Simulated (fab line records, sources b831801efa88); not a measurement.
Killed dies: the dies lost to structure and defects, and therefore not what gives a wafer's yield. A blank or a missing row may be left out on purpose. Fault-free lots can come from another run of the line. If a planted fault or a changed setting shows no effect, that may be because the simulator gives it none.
The tool behind it: which one? || flow gf180mcu || 17 wafers from 6 lots sampled at 4 of the route's 602 steps

## WHAT THE GAUGES SHOWED, per wafer
GF_PSD_RS_MEAS_14: the measuring method here is four-point-probe.
{"lot": "L119", "measured": "day 14 19:30", "on": "film metro-02", "NSD_RS (ohm/sq)": "46.21 46.24 46.30"}
{"lot": "L125", "measured": "day 16 23:57", "on": "film metro-02", "NSD_RS (ohm/sq)": "46.31 46.37"}
{"lot": "L127", "measured": "day 17 07:27", "on": "film metro-02", "NSD_RS (ohm/sq)": "46.32 46.27 46.30"}
{"lot": "L131", "measured": "day 18 19:13", "on": "film metro-01", "NSD_RS (ohm/sq)": "46.33 46.41 46.37"}
{"lot": "L138", "measured": "day 21 04:06", "on": "film metro-02", "NSD_RS (ohm/sq)": "40.92 40.99 40.76"}
{"lot": "L141", "measured": "day 22 07:29", "on": "film metro-01", "NSD_RS (ohm/sq)": "46.57 46.36 46.41"}

## EACH LOT AND THE TOOL THAT RAN IT (in order: tool; ch and the chambers of the sampled wafers; start)
{"lot": "L119", "GF_NSD_IMPLANT_10": "implanter-02 ch 0, day 13 21:51", "GF_NSD_STRIP_11": "plasma asher-04 ch 0,1, day 13 22:09", "GF_PSD_RTA_13": "rtp anneal-02 ch 0, day 14 19:25"}
{"lot": "L125", "GF_NSD_IMPLANT_10": "implanter-02 ch 0, day 16 01:01", "GF_NSD_STRIP_11": "plasma asher-02 ch 0,1, day 16 01:10", "GF_PSD_RTA_13": "rtp anneal-01 ch 0, day 16 23:52"}
{"lot": "L127", "GF_NSD_IMPLANT_10": "implanter-01 ch 0, day 16 07:58", "GF_NSD_STRIP_11": "plasma asher-03 ch 0,1, day 16 08:07", "GF_PSD_RTA_13": "rtp anneal-01 ch 0, day 17 07:22"}
{"lot": "L131", "GF_NSD_IMPLANT_10": "implanter-02 ch 0, day 17 17:58", "GF_NSD_STRIP_11": "plasma asher-03 ch 0,1, day 17 18:05", "GF_PSD_RTA_13": "rtp anneal-01 ch 0, day 18 19:08"}
{"lot": "L138", "GF_NSD_IMPLANT_10": "implanter-02 ch 0, day 20 03:25", "GF_NSD_STRIP_11": "plasma asher-03 ch 0,1, day 20 03:53", "GF_PSD_RTA_13": "rtp anneal-02 ch 0, day 21 04:01"}
{"lot": "L141", "GF_NSD_IMPLANT_10": "implanter-01 ch 0, day 21 07:10", "GF_NSD_STRIP_11": "plasma asher-03 ch 0,1, day 21 07:17", "GF_PSD_RTA_13": "rtp anneal-01 ch 0, day 22 07:23"}
- GF_NSD_IMPLANT_10
- GF_NSD_STRIP_11: strips in O2/N2.
- GF_PSD_RTA_13: time 20 s.

## THE ANSWER, worked out from the rows above alone
Rule: usual is defined by the lots themselves. The widest of any qualifying gaps counts: lots, ordered by their means at a reading, are off when they make up no more than a third of the lots, leave a main group of 4 or more, and stand apart from it by 3 or more times the standard deviation of that group's means. Not used: any main group whose means are identical at the precision the tables above print for the reading. A lot without any number at a reading at which 4 lots or more have one is off too. Where the step has rows for the other lots, those lots are counted as sound.
Off: L138, at GF_PSD_RS_MEAS_14 (NSD_RS). For the main group the mean is 46.34 ohm/sq and the standard deviation 0.067.
A tool fits if, at a process step before that reading, it ran every lot that is off, and no sound lot after the first of them. The gauges at GF_PSD_RS_MEAS_14 are tried like those tools. Can't be told from this: 3 tools fit, implanter-02 at GF_NSD_IMPLANT_10, rtp anneal-02 at GF_PSD_RTA_13, film metro-02 at GF_PSD_RS_MEAS_14.

## WHAT THE SIMULATOR HAD PUT IN
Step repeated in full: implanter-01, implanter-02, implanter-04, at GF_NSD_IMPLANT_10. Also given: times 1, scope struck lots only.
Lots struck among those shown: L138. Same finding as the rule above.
